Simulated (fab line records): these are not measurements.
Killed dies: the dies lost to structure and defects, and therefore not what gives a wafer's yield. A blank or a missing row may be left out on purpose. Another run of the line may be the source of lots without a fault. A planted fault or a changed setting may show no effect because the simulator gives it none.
One fault through the eyes of 2 desks / flow gf180mcu / only its own numbers are on each desk; what lay behind them is given at the end

AT THE TOOL OWNER'S DESK: litho-track-02
The tool's own readings at GF_DUAL_GATE_DEVELOP_10 (develop time 60 s): means of the sampled wafers that have a number, for each lot that ran on this tool. A lot is out of limits, marked OUT, if its mean lies more than 4 standard deviations from the usual mean; the brackets give that distance.
Columns: A = developer-temp-C at GF_DUAL_GATE_DEVELOP_10, usual 23.02 C
lot=L330; first seen here=day 9 10:20; A=23.06
lot=L332; first seen here=day 9 21:17; A=22.97
lot=L335; first seen here=day 10 11:38; A=25.31 (+23) OUT
lot=L336; first seen here=day 11 02:17; A=25.30 (+23) OUT
lot=L348; first seen here=day 14 06:14; A=22.99
lot=L349; first seen here=day 14 11:44; A=22.92
This desk finds L335, L336 out of limits, L335 being first, at day 10 11:38 (developer-temp-C at GF_DUAL_GATE_DEVELOP_10). In limits: L330, L332, L348, L349.

FROM THE METROLOGY DESK
What the gauges read for every lot (on any tool): the sampled wafers with a number, averaged. A lot is out of limits, marked OUT, if its mean lies more than 4 standard deviations from the usual mean; the brackets give that distance.
Columns: A = cd-nm at GF_HV_LDD_CD_MEAS_07, usual 400.4 nm; B = SAB_OVL at GF_SAB_OVL_MEAS_10, usual -0.3 nm
lot=L327; first seen here=day 10 08:04; A=398.4; B=0.2
lot=L328; first seen here=day 10 18:38; A=400.7; B=0.2
lot=L330; first seen here=day 11 13:41; A=402.0; B=0.1
lot=L331; first seen here=day 11 13:59; A=397.9; B=-0.4
lot=L332; first seen here=day 11 19:47; A=402.3; B=1.4
lot=L335; first seen here=day 12 10:20; A=402.9; B=0.1
lot=L336; first seen here=day 13 02:07; A=399.5; B=0.9
lot=L338; first seen here=day 13 11:09; A=398.8; B=0.1
lot=L345; first seen here=day 15 10:04; A=399.1; B=-0.6
lot=L346; first seen here=day 15 20:08; A=404.4; B=0.1
lot=L347; first seen here=day 16 05:20; A=402.8; B=0.4
lot=L348; first seen here=day 16 06:37; A=397.7; B=-1.7
lot=L349; first seen here=day 16 12:56; A=399.8; B=-1.0
lot=L350; first seen here=day 16 15:41; A=401.8; B=-0.9
Result from this desk: across the 14 lots, nothing is out of limits.

ALL TOGETHER
The tool owner's desk could have raised an alarm at day 10 11:38, on L335, L336.
From the metrology desk's view, nothing was out of limits.
The metrology desk has L335, L336 on record, within its limits.
On litho-track-02, each named lot ran GF_DUAL_GATE_DEVELOP_10.

WHAT THE SIMULATOR HAD INSERTED
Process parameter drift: litho-track-02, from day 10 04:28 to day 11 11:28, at GF_DUAL_GATE_DEVELOP_10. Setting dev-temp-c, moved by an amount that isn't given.
Shown lots that were struck: L335, L336.
Delay in hours, fault start to first out-of-limits reading, by desk: the tool owner's desk at 7.
